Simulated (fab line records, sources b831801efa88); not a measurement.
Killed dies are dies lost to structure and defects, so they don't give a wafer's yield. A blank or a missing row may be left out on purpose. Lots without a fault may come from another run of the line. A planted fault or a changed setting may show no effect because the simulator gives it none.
Which tool did it? | flow gf180mcu | 24 lots, 72 wafers sampled, at 6 steps of a route of 602

WHAT THE GAUGES READ, wafer by wafer
GF_V2_THK_MEAS_01. Usual: V2_CVD_00_THK 603 nm, standard deviation 6.7.
lot  | measured     | on            | V2_CVD_00_THK (nm) | flag
L074 | day 19 07:30 | film_metro-01 | 606 591 599        |
L075 | day 19 20:19 | film_metro-03 | 601 600 608        |
L076 | day 20 09:29 | film_metro-01 | 591 585 599        |
L077 | day 20 18:44 | film_metro-01 | 603 602 600        |
L078 | day 21 02:13 | film_metro-04 | 599 601 600        |
L079 | day 21 16:04 | film_metro-03 | 607 601 599        |
L080 | day 22 12:59 | film_metro-03 | 597 597 595        |
L081 | day 22 15:06 | film_metro-03 | 591 593 593        |
L082 | day 22 15:20 | film_metro-04 | 601 607 603        |
L083 | day 23 06:53 | film_metro-03 | 609 598 603        |
L084 | day 23 16:18 | film_metro-01 | 603 606 598        |
L085 | day 23 18:19 | film_metro-03 | 606 611 614        |
L086 | day 24 00:02 | film_metro-01 | 616 611 616        |
L087 | day 24 06:28 | film_metro-01 | 605 604 599        |
L088 | day 24 17:14 | film_metro-03 | 612 600 603        |
L089 | day 25 01:35 | film_metro-03 | 601 612 614        |
L090 | day 25 07:50 | film_metro-04 | 613 606 609        |
L091 | day 25 13:36 | film_metro-03 | 624 610 604        |
L092 | day 25 22:30 | film_metro-01 | 602 610 600        |
L093 | day 26 01:35 | film_metro-01 | 605 608 605        |
L094 | day 26 12:05 | film_metro-03 | 604 613 613        |
L095 | day 26 20:09 | film_metro-01 | 597 604 602        |
L096 | day 27 02:45 | film_metro-03 | 599 604 618        |
L097 | day 27 06:40 | film_metro-03 | 589 598 600        |

GF_V4_THK_MEAS_25: measures by xrf. Usual: V4_W_THK 350 nm, standard deviation 8.3.
lot  | measured     | on            | V4_W_THK (nm) | flag
L074 | day 24 14:15 | film_metro-04 | 338 347 334   |
L075 | day 24 23:43 | film_metro-03 | 348 344 356   |
L076 | day 25 11:30 | film_metro-03 | 358 352 355   |
L077 | day 25 21:41 | film_metro-03 | 365 357 357   |
L078 | day 26 02:12 | film_metro-03 | 354 354 347   |
L079 | day 26 14:48 | film_metro-04 | 339 348 337   |
L080 | day 27 10:14 | film_metro-03 | 344 345 353   |
L081 | day 27 11:15 | film_metro-03 | 350 348 356   |
L082 | day 27 12:29 | film_metro-04 | 340 339 342   |
L083 | day 28 02:05 | film_metro-03 | 352 355 349   |
L084 | day 28 08:12 | film_metro-04 | 353 334 354   |
L085 | day 28 11:50 | film_metro-04 | 354 349 336   |
L086 | day 28 16:45 | film_metro-03 | 365 347 365   |
L087 | day 28 20:46 | film_metro-03 | 348 365 365   |
L088 | day 29 07:08 | film_metro-04 | 358 354 337   |
L089 | day 29 14:52 | film_metro-01 | 345 346 366   |
L090 | day 29 20:53 | film_metro-03 | 347 344 342   |
L091 | day 30 01:37 | film_metro-03 | 361 346 344   |
L092 | day 30 09:13 | film_metro-01 | 346 342 349   |
L093 | day 30 14:37 | film_metro-01 | 343 342 356   |
L094 | day 30 20:40 | film_metro-03 | 362 348 364   |
L095 | day 31 04:58 | film_metro-04 | 343 363 346   |
L096 | day 31 10:05 | film_metro-03 | 350 361 361   |
L097 | day 31 12:53 | film_metro-01 | 355 354 337   |

GF_PASSIVATION_BOW_MEAS_14. Usual: PASSIVATION_BOW 139 um, standard deviation 9.9.
lot  | measured     | on            | PASSIVATION_BOW (um) | flag
L074 | day 29 03:07 | film_metro-01 | 149 144 137          |
L075 | day 29 13:08 | film_metro-03 | 139 134 140          |
L076 | day 29 22:30 | film_metro-01 | 164 135 152          |
L077 | day 30 08:24 | film_metro-03 | 133 135 129          |
L078 | day 30 12:25 | film_metro-01 | 132 145 142          |
L079 | day 30 22:48 | film_metro-04 | 151 138 142          |
L080 | day 31 14:37 | film_metro-03 | 128 121 131          |
L081 | day 31 17:16 | film_metro-01 | 147 141 155          |
L082 | day 31 18:00 | film_metro-01 | 124 129 132          |
L083 | day 32 06:31 | film_metro-01 | 134 130 136          |
L084 | day 32 11:13 | film_metro-03 | 130 125 136          |
L085 | day 32 15:14 | film_metro-04 | 153 147 159          |
L086 | day 32 18:07 | film_metro-03 | 144 145 144          |
L087 | day 32 21:17 | film_metro-01 | 150 149 141          |
L088 | day 33 06:34 | film_metro-01 | 142 137 127          |
L089 | day 33 15:08 | film_metro-04 | 140 136 136          |
L090 | day 33 19:34 | film_metro-01 | 144 148 150          |
L091 | day 33 23:05 | film_metro-01 | 139 136 129          |
L092 | day 34 06:38 | film_metro-03 | 131 118 135          |
L093 | day 34 09:13 | film_metro-03 | 134 131 125          |
L094 | day 34 14:52 | film_metro-01 | 142 128 141          |
L095 | day 34 20:02 | film_metro-04 | 158 149 155          |
L096 | day 35 01:49 | film_metro-03 | 147 137 146          |
L097 | day 35 04:39 | film_metro-04 | 148 139 135          |

WHICH TOOL RAN EACH LOT (tool, then ch and the chambers of the sampled wafers, then the start)
lot  | GF_TOP_METAL_METAL_ETCH_16        | GF_TOP_METAL_STRIP_17                | GF_PASSIVATION_STRIP_12
L074 | rie_metal-03 ch 0,1, day 28 05:27 | plasma_asher-02 ch 0,1, day 28 05:37 | plasma_asher-04 ch 0,1, day 29 01:31
L075 | rie_metal-03 ch 0,1, day 28 14:31 | plasma_asher-03 ch 0,1, day 28 14:42 | plasma_asher-04 ch 0,1, day 29 10:14
L076 | rie_metal-03 ch 0,1, day 29 01:22 | plasma_asher-01 ch 0,1, day 29 01:32 | plasma_asher-01 ch 0,1, day 29 20:54
L077 | rie_metal-04 ch 0, day 29 10:43   | plasma_asher-03 ch 0,1, day 29 10:54 | plasma_asher-02 ch 0,1, day 30 06:47
L078 | rie_metal-02 ch 0,1, day 29 15:15 | plasma_asher-01 ch 0,1, day 29 15:26 | plasma_asher-02 ch 0,1, day 30 10:48
L079 | rie_metal-02 ch 0,1, day 30 01:54 | plasma_asher-01 ch 0,1, day 30 02:05 | plasma_asher-04 ch 0,1, day 30 21:12
L080 | rie_metal-02 ch 0,1, day 30 17:24 | plasma_asher-01 ch 0,1, day 30 17:35 | plasma_asher-04 ch 0,1, day 31 13:01
L081 | rie_metal-02 ch 0,1, day 30 20:50 | plasma_asher-03 ch 0,1, day 30 21:02 | plasma_asher-04 ch 0,1, day 31 15:40
L082 | rie_metal-03 ch 0, day 30 21:16   | plasma_asher-01 ch 0,1, day 30 21:34 | plasma_asher-02 ch 0,1, day 31 16:24
L083 | rie_metal-02 ch 0,1, day 31 10:17 | plasma_asher-02 ch 0,1, day 31 10:29 | plasma_asher-04 ch 0,1, day 32 04:53
L084 | rie_metal-03 ch 1, day 31 15:32   | plasma_asher-03 ch 0,1, day 31 15:50 | plasma_asher-02 ch 0,1, day 32 09:35
L085 | rie_metal-03 ch 1, day 31 18:38   | plasma_asher-03 ch 0,1, day 31 18:52 | plasma_asher-04 ch 0,1, day 32 13:37
L086 | rie_metal-02 ch 0,1, day 31 22:24 | plasma_asher-03 ch 0, day 31 22:35   | plasma_asher-04 ch 0,1, day 32 16:29
L087 | rie_metal-04 ch 0,1, day 32 01:44 | plasma_asher-02 ch 0,1, day 32 01:56 | plasma_asher-04 ch 0,1, day 32 19:41
L088 | rie_metal-02 ch 0,1, day 32 11:13 | plasma_asher-02 ch 0,1, day 32 11:24 | plasma_asher-01 ch 0,1, day 33 04:58
L089 | rie_metal-04 ch 0,1, day 32 20:37 | plasma_asher-01 ch 0,1, day 32 20:48 | plasma_asher-01 ch 0,1, day 33 13:31
L090 | rie_metal-04 ch 0, day 33 00:32   | plasma_asher-02 ch 0,1, day 33 00:44 | plasma_asher-02 ch 0,1, day 33 17:58
L091 | rie_metal-04 ch 0,1, day 33 04:18 | plasma_asher-03 ch 0,1, day 33 04:29 | plasma_asher-04 ch 0,1, day 33 21:29
L092 | rie_metal-03 ch 0,1, day 33 11:48 | plasma_asher-02 ch 0,1, day 33 11:59 | plasma_asher-01 ch 0,1, day 34 05:01
L093 | rie_metal-02 ch 0,1, day 33 15:00 | plasma_asher-01 ch 0,1, day 33 15:11 | plasma_asher-04 ch 0,1, day 34 07:35
L094 | rie_metal-04 ch 0,1, day 33 19:07 | plasma_asher-01 ch 0,1, day 33 19:18 | plasma_asher-02 ch 0, day 34 13:13
L095 | rie_metal-02 ch 0,1, day 34 02:47 | plasma_asher-01 ch 0,1, day 34 02:59 | plasma_asher-01 ch 0,1, day 34 18:26
L096 | rie_metal-04 ch 0,1, day 34 07:51 | plasma_asher-01 ch 0,1, day 34 08:02 | plasma_asher-02 ch 0,1, day 35 00:13
L097 | rie_metal-02 ch 0,1, day 34 10:45 | plasma_asher-03 ch 1, day 34 10:56   | plasma_asher-01 ch 0,1, day 35 02:58
- GF_TOP_METAL_METAL_ETCH_16: etches the open film in Cl2/BCl3, stops on SiO2, target depth 1197 nm, time 199.5 s.
- GF_TOP_METAL_STRIP_17: strips in O2/N2.
- GF_PASSIVATION_STRIP_12: strips in O2/N2.

WHAT THE TOOLS THEMSELVES READ (means of the sampled wafers that have a number; where no wafer has one, the mark that the record gives instead)
GF_TOP_METAL_METAL_ETCH_16. Usual: drypump_motor_current_A 5.7 A, standard deviation 0.42; he_backside_leak_sccm 3.28 sccm, standard deviation 0.19; oes_product_au 0.987 a.u., standard deviation 0.0093; throttle_valve_pct 28.234 %, standard deviation 0.012.
lot  | tool         | drypump_motor_current_A (A) | he_backside_leak_sccm (sccm) | oes_product_au (a.u.) | throttle_valve_pct (%) | flag
L074 | rie_metal-03 | 5.4                         | 3.26                         | 0.982                 | 28.242                 |
L075 | rie_metal-03 | 5.2                         | 3.35                         | 0.982                 | 28.237                 |
L076 | rie_metal-03 | 5.2                         | 3.31                         | 0.984                 | 28.232                 |
L077 | rie_metal-04 | 6.1                         | 3.16                         | 0.993                 | 28.228                 |
L078 | rie_metal-02 | 5.9                         | 3.20                         | 0.993                 | 28.235                 |
L079 | rie_metal-02 | 6.1                         | 3.36                         | 0.993                 | 28.229                 |
L080 | rie_metal-02 | 6.1                         | 3.35                         | 0.995                 | 28.233                 |
L081 | rie_metal-02 | 6.0                         | 3.25                         | 0.991                 | 28.233                 |
L082 | rie_metal-03 | 5.0                         | 3.07                         | 0.994                 | 28.230                 |
L083 | rie_metal-02 | 6.1                         | 3.35                         | 1.002                 | 28.227                 |
L084 | rie_metal-03 | 5.6                         | 3.25                         | 0.991                 | 28.225                 |
L085 | rie_metal-03 | 5.6                         | 3.32                         | 0.987                 | 28.233                 |
L086 | rie_metal-02 | 6.0                         | 3.16                         | 0.992                 | 28.233                 |
L087 | rie_metal-04 | 5.6                         | 3.25                         | 0.984                 | 28.234                 |
L088 | rie_metal-02 | 6.1                         | 3.39                         | 0.989                 | 28.221                 |
L089 | rie_metal-04 | 5.8                         | 3.25                         | 0.987                 | 28.231                 |
L090 | rie_metal-04 | 6.1                         | 3.25                         | 0.998                 | 28.229                 |
L091 | rie_metal-04 | 5.8                         | 3.29                         | 0.983                 | 28.235                 |
L092 | rie_metal-03 | 5.2                         | 3.19                         | 0.979                 | 28.235                 |
L093 | rie_metal-02 | 6.1                         | 3.35                         | 0.988                 | 28.232                 |
L094 | rie_metal-04 | 5.8                         | 3.24                         | 0.984                 | 28.237                 |
L095 | rie_metal-02 | 6.0                         | 3.23                         | 0.990                 | 28.226                 |
L096 | rie_metal-04 | 5.8                         | 3.24                         | 0.992                 | 28.231                 |
L097 | rie_metal-02 | 6.0                         | 3.21                         | 0.989                 | 28.232                 |

GF_TOP_METAL_STRIP_17. Usual: drypump_motor_current_A 5.7 A, standard deviation 0.39; heater_power_w 349 W, standard deviation 44; oes_product_au 0.710 a.u., standard deviation 0.0046; strip_time_to_endpoint_s 12.95 s, standard deviation 0.11.
lot  | tool            | drypump_motor_current_A (A) | heater_power_w (W) | oes_product_au (a.u.) | strip_time_to_endpoint_s (s) | flag
L074 | plasma_asher-02 | 5.3                         | 382                | 0.710                 | 12.98                        |
L075 | plasma_asher-03 | 5.8                         | 341                | 0.711                 | 12.98                        |
L076 | plasma_asher-01 | 5.6                         | 310                | 0.710                 | 12.90                        |
L077 | plasma_asher-03 | 5.9                         | 344                | 0.707                 | 12.81                        |
L078 | plasma_asher-01 | 5.9                         | 344                | 0.706                 | 12.86                        |
L079 | plasma_asher-01 | 5.6                         | 304                | 0.716                 | 12.94                        |
L080 | plasma_asher-01 | 5.9                         | 345                | 0.709                 | 12.92                        |
L081 | plasma_asher-03 | 5.8                         | 361                | 0.707                 | 12.98                        |
L082 | plasma_asher-01 | 5.6                         | 310                | 0.707                 | 12.91                        |
L083 | plasma_asher-02 | 5.3                         | 379                | 0.709                 | 12.98                        |
L084 | plasma_asher-03 | 5.9                         | 341                | 0.708                 | 12.97                        |
L085 | plasma_asher-03 | 5.8                         | 351                | 0.713                 | 12.88                        |
L086 | plasma_asher-03 | 5.8                         | 322                | 0.713                 | 13.03                        |
L087 | plasma_asher-02 | 5.3                         | 378                | 0.714                 | 13.07                        |
L088 | plasma_asher-02 | 5.3                         | 376                | 0.709                 | 12.90                        |
L089 | plasma_asher-01 | 5.9                         | 348                | 0.713                 | 12.91                        |
L090 | plasma_asher-02 | 5.3                         | 379                | 0.710                 | 12.78                        |
L091 | plasma_asher-03 | 5.8                         | 356                | 0.709                 | 13.01                        |
L092 | plasma_asher-02 | 5.3                         | 379                | 0.712                 | 13.03                        |
L093 | plasma_asher-01 | 5.9                         | 343                | 0.710                 | 12.85                        |
L094 | plasma_asher-01 | 5.9                         | 346                | 0.713                 | 12.92                        |
L095 | plasma_asher-01 | 5.6                         | 314                | 0.713                 | 12.92                        |
L096 | plasma_asher-01 | 5.9                         | 344                | 0.711                 | 12.95                        |
L097 | plasma_asher-03 | 5.8                         | 384                | 0.712                 | 13.00                        |

GF_PASSIVATION_STRIP_12. Usual: drypump_motor_current_A 5.6 A, standard deviation 0.34; heater_power_w 339 W, standard deviation 41; oes_product_au 0.719 a.u., standard deviation 0.0046; strip_time_to_endpoint_s 32.9 s, standard deviation 0.33.
lot  | tool            | drypump_motor_current_A (A) | heater_power_w (W) | oes_product_au (a.u.) | strip_time_to_endpoint_s (s) | flag
L074 | plasma_asher-04 | 5.7                         | 323                | 0.718                 | 32.9                         |
L075 | plasma_asher-04 | 5.7                         | 319                | 0.721                 | 33.2                         |
L076 | plasma_asher-01 | 5.6                         | 309                | 0.717                 | 32.8                         |
L077 | plasma_asher-02 | 5.5                         | 390                | 0.718                 | 33.1                         |
L078 | plasma_asher-02 | 5.3                         | 380                | 0.720                 | 32.9                         |
L079 | plasma_asher-04 | 5.6                         | 309                | 0.714                 | 33.1                         |
L080 | plasma_asher-04 | 5.6                         | 313                | 0.715                 | 33.2                         |
L081 | plasma_asher-04 | 5.6                         | 319                | 0.719                 | 33.1                         |
L082 | plasma_asher-02 | 5.3                         | 384                | 0.724                 | 33.1                         |
L083 | plasma_asher-04 | 5.6                         | 316                | 0.719                 | 32.6                         |
L084 | plasma_asher-02 | 5.5                         | 388                | 0.720                 | 32.9                         |
L085 | plasma_asher-04 | 5.7                         | 311                | 0.719                 | 33.2                         |
L086 | plasma_asher-04 | 5.6                         | 310                | 0.722                 | 32.8                         |
L087 | plasma_asher-04 | 5.7                         | 319                | 0.719                 | 33.2                         |
L088 | plasma_asher-01 | 5.9                         | 344                | 0.723                 | 33.0                         |
L089 | plasma_asher-01 | 5.6                         | 311                | 0.715                 | 32.9                         |
L090 | plasma_asher-02 | 5.5                         | 390                | 0.717                 | 32.9                         |
L091 | plasma_asher-04 | 5.6                         | 320                | 0.715                 | 32.9                         |
L092 | plasma_asher-01 | 5.9                         | 349                | 0.720                 | 33.1                         |
L093 | plasma_asher-04 | 5.6                         | 316                | 0.717                 | 32.6                         |
L094 | plasma_asher-02 | 5.0                         | 375                | 0.720                 | 33.1                         |
L095 | plasma_asher-01 | 5.6                         | 316                | 0.718                 | 32.8                         |
L096 | plasma_asher-02 | 5.5                         | 386                | 0.719                 | 32.9                         |
L097 | plasma_asher-01 | 5.6                         | 309                | 0.722                 | 32.5                         |

THE ANSWER, worked out from the rows above alone
Rule: a lot is off if the mean of its wafers that have a number lies more than 3 standard deviations from the usual mean. A lot without any number at a reading at which 4 lots or more have one is off too. The other lots that the step has rows for count as sound. The gauges are gone through in route order, then the tools' own readings, and for those a lot's mean is taken as printed above. The first step at which some lot is off is used, and at that step the reading that is off furthest; a lot without a number counts as furthest.
No lot is off at any reading shown: from this, nothing can be told.

WHAT THE SIMULATOR HAD PUT IN
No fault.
